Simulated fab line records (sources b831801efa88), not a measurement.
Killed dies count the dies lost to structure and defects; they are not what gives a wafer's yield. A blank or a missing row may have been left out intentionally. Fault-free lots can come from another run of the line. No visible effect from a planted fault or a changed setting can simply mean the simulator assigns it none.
Matching of chambers + flow sky130 + cmp-02 running SKY_LI_CONTACT_CMP_24: 4 sister chambers
The step polishes, stops on PSG, t overpolish 20 s, target thk 0 nm. 8 wafers are shown with their chamber, then 8 later ones without.

== WAFERS, EACH WITH ITS CHAMBER ==
| wafer  | chamber | motorCurrentA (A) | slurryFlowMlMin |
|--------|---------|-------------------|-----------------|
| L147.6 | 2       | 11.1              | 149.7           |
| L148.2 | 3       | 11.7              | 149.7           |
| L150.1 | 1       | 10.2              | 149.8           |
| L150.4 | 3       | 12.3              | 148.9           |
| L152.2 | 1       | 10.5              | 150.7           |
| L152.4 | 2       | 11.1              | 150.1           |
| L152.5 | 0       | 9.1               | 150.4           |
| L153.1 | 0       | 9.0               | 150.3           |

== WAFERS MISSING THEIR CHAMBER ==
| wafer  | motorCurrentA (A) | slurryFlowMlMin |
|--------|-------------------|-----------------|
| L153.2 | 10.2              | 149.8           |
| L153.4 | 12.1              | 149.6           |
| L155.4 | 12.2              | 150.2           |
| L155.5 | 10.9              | 150.0           |
| L155.6 | 10.7              | 150.3           |
| L160.1 | 9.6               | 150.1           |
| L160.3 | 11.2              | 149.9           |
| L160.6 | 9.2               | 149.3           |

== CHAMBER TAKEN BY EACH ==
| wafer  | from the rows above     | in truth |
|--------|-------------------------|----------|
| L153.2 | 1                       | 1        |
| L153.4 | 3                       | 3        |
| L155.4 | 3                       | 3        |
| L155.5 | can't be placed: 2 or 1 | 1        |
| L155.6 | can't be placed: 1 or 2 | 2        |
| L160.1 | can't be placed: 0 or 1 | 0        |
| L160.3 | 2                       | 2        |
| L160.6 | 0                       | 0        |
5 of 8 placed correctly. From these rows, 3 cannot be placed; in 3 the true chamber is one of the candidates. 0 placed wrongly.
How it was worked out, from the rows above alone: a wafer's distance from a chamber is the root of the sum, over the readings, of the square of ((its reading less the chamber's mean) divided by the reading's scatter). If the next closest chamber is less than 2 further off than the closest, the wafer can't be placed; otherwise it belongs to the closest. Each chamber's mean is taken over the wafers shown for it. How the scatter is found: for the shown wafers, subtract from each reading the mean of its chamber, square and add these, divide the total by (wafers less chambers), then take the root.
